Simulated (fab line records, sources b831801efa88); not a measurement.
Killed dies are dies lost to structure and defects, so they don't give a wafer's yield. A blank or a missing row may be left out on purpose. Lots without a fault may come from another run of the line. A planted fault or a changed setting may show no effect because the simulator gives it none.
Problem report in the 8D (eight disciplines) form, filled by code | flow gf180mcu | the parts of the form that need people (team, actions taken, sign-off) are left out

1. THE PROBLEM
cd_nm at GF_HV_LDD_CD_MEAS_31 reads a mean of 387.7 nm on 6 wafers of 2 lots; wafers without a fault read 399.7 nm with a standard deviation of 2.1. That is -5.7 standard deviations from the usual mean.
The step: target cd 400 nm.
First seen on wafer L285.4, day 16 13:58, on cd_sem-02. The record holds 39 wafers of 13 lots with a number at this step. Rule for "out", or "out of limits": more than 4 standard deviations from the usual mean. The other wafers with a number count as sound.

2. WHAT IT IS AND WHAT IT IS NOT
question                    | is                     | is not
which readings at this step | cd_nm                  | -
which lots                  | L285, L288             | L270, L271, L272, L273, L276, L277, L281, L282, L289, L290, L291
which wafers of those lots  | all that have a number | -
read on which gauges        | cd_sem-01, cd_sem-02   | -
when                        | from day 16 13:58      | up to then (24 sound wafers); but 9 sound wafers of L289, L290, L291 came after

3. SUSPECTS, AND WHAT RULES EACH OUT
Counting: a tool at a process step up to the reading stays a suspect if it ran every lot that is out and no sound lot after the first of them.
- the gauge at GF_HV_LDD_CD_MEAS_31: ruled out. The wafers that are out were read on 2 gauges (cd_sem-01, cd_sem-02).
- iline_stepper-01 at GF_HV_LDD_EXPOSE_28 (exposes mask Nplus HV AREA, target cd 400 nm): kept. It ran every lot that is out, first L285 (day 16 02:52), and no sound lot after that; its last sound lot up to then is L282 (day 15 06:50). Its own readings are out on those wafers: exposure_dose_mJ_cm2.
Left after counting: iline_stepper-01 at GF_HV_LDD_EXPOSE_28.

4. THE CAUSE (what the simulator had put in)
Process parameter drift: iline_stepper-01, from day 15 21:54 on, at GF_HV_LDD_EXPOSE_28. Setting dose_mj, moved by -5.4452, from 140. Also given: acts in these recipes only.
Counting left only this tool.

5. THE CHAIN OF EFFECTS, in route order
Each row: a reading whose mean over the struck wafers that have a number lies more than 3 standard deviations from the usual. Only readings for which the record gives a usual standard deviation are gone through. hours: the time from each lot's start at the first step in this table that gives one to its start at this step, as a median over the lots. sigmas: the change in usual standard deviations.
hours | step                 | reading              | usual    | on struck wafers | change | sigmas
0     | GF_HV_LDD_EXPOSE_28  | exposure_dose_mJ_cm2 | 140.00   | 134.49           | -5.51  | -39
11    | GF_HV_LDD_CD_MEAS_31 | cd_nm                | 399.7 nm | 387.7            | -12.0  | -5.7
The process steps in it:
- GF_HV_LDD_EXPOSE_28: exposes mask Nplus HV AREA, target cd 400 nm.
Later measuring or inspecting steps at which every struck wafer that the step has a row for has a number for every such reading, and none has moved that far: GF_HV_LDD_THK_MEAS_55, GF_M2_CD_MEAS_14.

6. WHAT WOULD HAVE CAUGHT IT SOONER
In this record the first reading out of limits at a measuring or inspecting step was taken at day 16 13:58, 16 hours after the fault began at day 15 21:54.
The tool's own readings at GF_HV_LDD_EXPOSE_28 were out on every struck wafer that the step has a row for (exposure_dose_mJ_cm2): an alarm limit on them would have fired on the first of those.
Of the lots that are out (2), L288 began GF_HV_LDD_EXPOSE_28 on iline_stepper-01 after day 16 13:58. A hold on the tool at that time would have spared it.
